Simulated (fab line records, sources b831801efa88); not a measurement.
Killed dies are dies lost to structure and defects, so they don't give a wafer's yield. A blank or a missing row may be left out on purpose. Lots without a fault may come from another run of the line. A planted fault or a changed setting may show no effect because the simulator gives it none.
Which tool did it? | flow gf180mcu | 13 lots, 39 wafers sampled, at 2 steps of a route of 602

WHAT THE GAUGES READ, wafer by wafer
GF_V4_THK_MEAS_25: measures by xrf.
lot  | measured     | on            | V4_W_THK (nm)
L472 | day 24 14:26 | film_metro-02 | 357 359 357
L473 | day 24 16:55 | film_metro-02 | 362 354 359
L475 | day 25 09:20 | film_metro-02 | 372 355 371
L476 | day 25 18:34 | film_metro-01 | 366 363 365
L477 | day 26 00:18 | film_metro-02 | 378 362 379
L478 | day 26 13:31 | film_metro-03 | 353 374 351
L480 | day 27 02:46 | film_metro-02 | 371 353 373
L482 | day 28 03:35 | film_metro-03 | 351 361 357
L486 | day 28 22:20 | film_metro-01 | 356 352 354
L489 | day 29 21:15 | film_metro-03 | 368 365 364
L492 | day 30 13:28 | film_metro-01 | 356 350 355
L493 | day 30 20:13 | film_metro-03 | 368 371 360
L495 | day 31 11:52 | film_metro-01 | 361 363 358

WHICH TOOL RAN EACH LOT (tool, then ch and the chambers of the sampled wafers, then the start)
lot  | GF_V4_CVD_23
L472 | cvd_w-01 ch 1, day 24 14:11
L473 | cvd_w-02 ch 0,1, day 24 16:41
L475 | cvd_w-01 ch 0,1, day 25 09:07
L476 | cvd_w-02 ch 0,1, day 25 18:20
L477 | cvd_w-01 ch 0,1, day 26 00:04
L478 | cvd_w-01 ch 0,1, day 26 13:17
L480 | cvd_w-01 ch 0,1, day 27 02:31
L482 | cvd_w-01 ch 0,1, day 28 03:21
L486 | cvd_w-01 ch 0,1, day 28 22:07
L489 | cvd_w-02 ch 0,1, day 29 21:01
L492 | cvd_w-02 ch 0,1, day 30 13:14
L493 | cvd_w-02 ch 0,1, day 30 19:59
L495 | cvd_w-02 ch 0,1, day 31 11:37
- GF_V4_CVD_23: deposits W, target thk 350 nm, time 104.9 s.

WHAT THE TOOLS THEMSELVES READ (means of the sampled wafers that have a number; where no wafer has one, the mark that the record gives instead)
GF_V4_CVD_23.
lot  | tool     | chamber_pressure_Torr (Torr) | heater_power_w (W)
L472 | cvd_w-01 | 40.01                        | 819
L473 | cvd_w-02 | 40.04                        | 792
L475 | cvd_w-01 | 40.03                        | 704
L476 | cvd_w-02 | 39.97                        | 787
L477 | cvd_w-01 | 39.95                        | 696
L478 | cvd_w-01 | 39.95                        | 763
L480 | cvd_w-01 | 40.00                        | 702
L482 | cvd_w-01 | 38.58                        | 692
L486 | cvd_w-01 | 38.75                        | 702
L489 | cvd_w-02 | 40.09                        | 803
L492 | cvd_w-02 | 40.08                        | 743
L493 | cvd_w-02 | 39.98                        | 745
L495 | cvd_w-02 | 39.94                        | 795

THE ANSWER, worked out from the rows above alone
Rule: what is usual is taken from the lots themselves. Put in order of their means at a reading, lots are off if they are a third of the lots or fewer, leave a main group of 4 or more, and stand apart from it by a gap of 3 or more times the standard deviation of the main group's means; of several such gaps the widest counts. A main group whose means are all the same, to the digits that the tables above print for the reading, isn't used. A lot without any number at a reading at which 4 lots or more have one is off too. The other lots that the step has rows for count as sound. The gauges are gone through in route order, then the tools' own readings, and for those a lot's mean is taken as printed above. The first step at which some lot is off is used, and at that step the reading that is off furthest; a lot without a number counts as furthest.
Off: L482, L486, at GF_V4_CVD_23 (chamber_pressure_Torr). The main group: mean 40.00 Torr, standard deviation 0.049.
A tool fits if, at that step or a process step before it, it ran every lot that is off, and no sound lot after the first of them. One fits: cvd_w-01 at GF_V4_CVD_23. Its last sound lot is L480 (day 27 02:31), its first lot that is off L482 (day 28 03:21): a fault that began between those two fits.
The tool's own readings at GF_V4_CVD_23 bear it out: on the lots that are off they differ by more than 5 times the standard deviation of the sound lots' means. chamber_pressure_Torr reads 38.66 Torr there against 40.00 Torr on the sound lots.

WHAT THE SIMULATOR HAD PUT IN
Process parameter drift: cvd_w-01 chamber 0, from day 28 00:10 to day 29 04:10, at GF_V4_CVD_23. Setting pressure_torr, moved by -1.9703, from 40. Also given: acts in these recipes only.
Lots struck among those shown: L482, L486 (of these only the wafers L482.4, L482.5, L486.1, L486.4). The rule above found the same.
